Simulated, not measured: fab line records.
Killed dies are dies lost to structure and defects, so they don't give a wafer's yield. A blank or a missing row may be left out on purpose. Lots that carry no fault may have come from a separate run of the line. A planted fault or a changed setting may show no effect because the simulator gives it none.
Which tool was responsible? | flow gf180mcu | Sampling: 13 lots, 39 wafers, 4 of 602 route steps

## WHAT THE GAUGES SHOWED, per wafer
GF_SAB_CD_MEAS_09 targets a cd of 420 nm.
lot  | measured     | on        | cd_nm (nm)
L111 | day 15 08:12 | cd_sem-02 | 417.9 419.8 421.9
L116 | day 17 06:55 | cd_sem-02 | 419.6 419.7 419.6
L117 | day 17 15:38 | cd_sem-01 | 422.4 420.7 417.9
L118 | day 17 23:35 | cd_sem-02 | 417.8 417.4 416.4
L119 | day 18 23:01 | cd_sem-02 | 417.3 416.3 418.5
L120 | day 19 06:10 | cd_sem-02 | 423.0 421.0 423.0
L122 | day 19 18:36 | cd_sem-01 | 420.6 421.0 421.1
L123 | day 20 02:51 | cd_sem-01 | 421.4 424.5 422.3
L124 | day 20 04:24 | cd_sem-02 | 419.0 418.4 419.7
L125 | day 20 18:22 | cd_sem-01 | 421.3 419.9 418.1
L126 | day 21 05:53 | cd_sem-01 | 418.6 418.3 417.7
L128 | day 21 14:52 | cd_sem-01 | 419.3 420.0 418.3
L129 | day 21 22:00 | cd_sem-02 | 422.0 421.7 421.7

GF_CONTACT_THK_MEAS_01.
lot  | measured     | on            | CONTACT_CVD_00_THK (nm)
L111 | day 15 09:16 | film_metro-01 | 295 301 304
L116 | day 17 08:00 | film_metro-02 | 298 298 300
L117 | day 17 16:41 | film_metro-02 | 297 299 298
L118 | day 18 00:40 | film_metro-01 | 296 296 296
L119 | day 19 00:06 | film_metro-01 | 303 304 305
L120 | day 19 07:14 | film_metro-02 | 301 296 300
L122 | day 19 19:42 | film_metro-01 | 303 303 305
L123 | day 20 03:56 | film_metro-01 | 298 299 296
L124 | day 20 05:32 | film_metro-03 | 303 305 304
L125 | day 20 19:25 | film_metro-02 | 295 295 292
L126 | day 21 07:10 | film_metro-01 | 594 593 592
L128 | day 21 15:56 | film_metro-03 | 293 293 293
L129 | day 21 23:16 | film_metro-02 | 602 594 595

## EACH LOT AND THE TOOL THAT RAN IT (in order: tool; ch and the chambers of the sampled wafers; start)
lot  | GF_SALICIDE_SPUTTER_03       | GF_CONTACT_CVD_00
L111 | pvd_sputter-01, day 15 08:43 | hdpcvd-02 ch 0,1,2, day 15 09:13
L116 | pvd_sputter-04, day 17 07:28 | hdpcvd-02 ch 1,2, day 17 07:57
L117 | pvd_sputter-03, day 17 16:07 | hdpcvd-02 ch 0,2, day 17 16:37
L118 | pvd_sputter-01, day 18 00:07 | hdpcvd-02 ch 0,1,2, day 18 00:36
L119 | pvd_sputter-03, day 18 23:33 | hdpcvd-01 ch 1,2, day 19 00:04
L120 | pvd_sputter-04, day 19 06:41 | hdpcvd-01 ch 0,2, day 19 07:11
L122 | pvd_sputter-01, day 19 19:08 | hdpcvd-01 ch 0,2, day 19 19:40
L123 | pvd_sputter-03, day 20 03:22 | hdpcvd-01 ch 0,2, day 20 03:52
L124 | pvd_sputter-01, day 20 04:56 | hdpcvd-01 ch 0,2, day 20 05:28
L125 | pvd_sputter-04, day 20 18:50 | hdpcvd-02 ch 0,1,2, day 20 19:22
L126 | pvd_sputter-04, day 21 06:23 | hdpcvd-02 ch 1,2, day 21 06:53
L128 | pvd_sputter-03, day 21 15:23 | hdpcvd-02 ch 0,1, day 21 15:53
L129 | pvd_sputter-03, day 21 22:31 | hdpcvd-02 ch 0,1,2, day 21 23:01
- GF_SALICIDE_SPUTTER_03: material TiN, target thk 20 nm, time 16.7 s.
- GF_CONTACT_CVD_00: deposits SiO2, target thk 300 nm, time 50 s.

## AS READ BY THE TOOLS THEMSELVES (means over the sampled wafers that have a number; for cases with no such wafer, the mark the record gives instead)
GF_SALICIDE_SPUTTER_03.
lot  | tool           | throttle_valve_pct (%)
L111 | pvd_sputter-01 | 29.5
L116 | pvd_sputter-04 | 30.1
L117 | pvd_sputter-03 | 29.5
L118 | pvd_sputter-01 | 29.5
L119 | pvd_sputter-03 | 29.5
L120 | pvd_sputter-04 | 30.1
L122 | pvd_sputter-01 | 29.9
L123 | pvd_sputter-03 | 29.5
L124 | pvd_sputter-01 | 29.4
L125 | pvd_sputter-04 | 30.0
L126 | pvd_sputter-04 | 29.9
L128 | pvd_sputter-03 | 30.7
L129 | pvd_sputter-03 | 29.5

## THE ANSWER, worked out from the rows above alone
Rule: what is usual is taken from the lots themselves. The widest of any qualifying gaps counts: lots, ordered by their means at a reading, are off when they make up no more than a third of the lots, leave a main group of 4 or more, and stand apart from it by 3 or more times the standard deviation of that group's means. The tables above print the reading to a certain number of digits; a main group whose means all agree to those digits is not used. Also off: a lot with no number at a reading for which 4 or more lots have one. Where the step has rows for the other lots, those lots are counted as sound. The gauges are gone through in route order, then the tools' own readings, and for those a lot's mean is taken as printed above. The first step at which some lot is off is used, and at that step the reading that is off furthest; a lot without a number counts as furthest.
Off: L126, L129, seen at GF_CONTACT_THK_MEAS_01 (CONTACT_CVD_00_THK). The main group has a mean of 299 nm with a standard deviation of 3.6.
A tool fits if, at a process step before that reading, it ran every lot that is off, and no sound lot after the first of them. Those tools and the gauges at GF_CONTACT_THK_MEAS_01 are tried in the same way. None of those tried fits.

## WHAT HAD BEEN PUT IN BY THE SIMULATOR
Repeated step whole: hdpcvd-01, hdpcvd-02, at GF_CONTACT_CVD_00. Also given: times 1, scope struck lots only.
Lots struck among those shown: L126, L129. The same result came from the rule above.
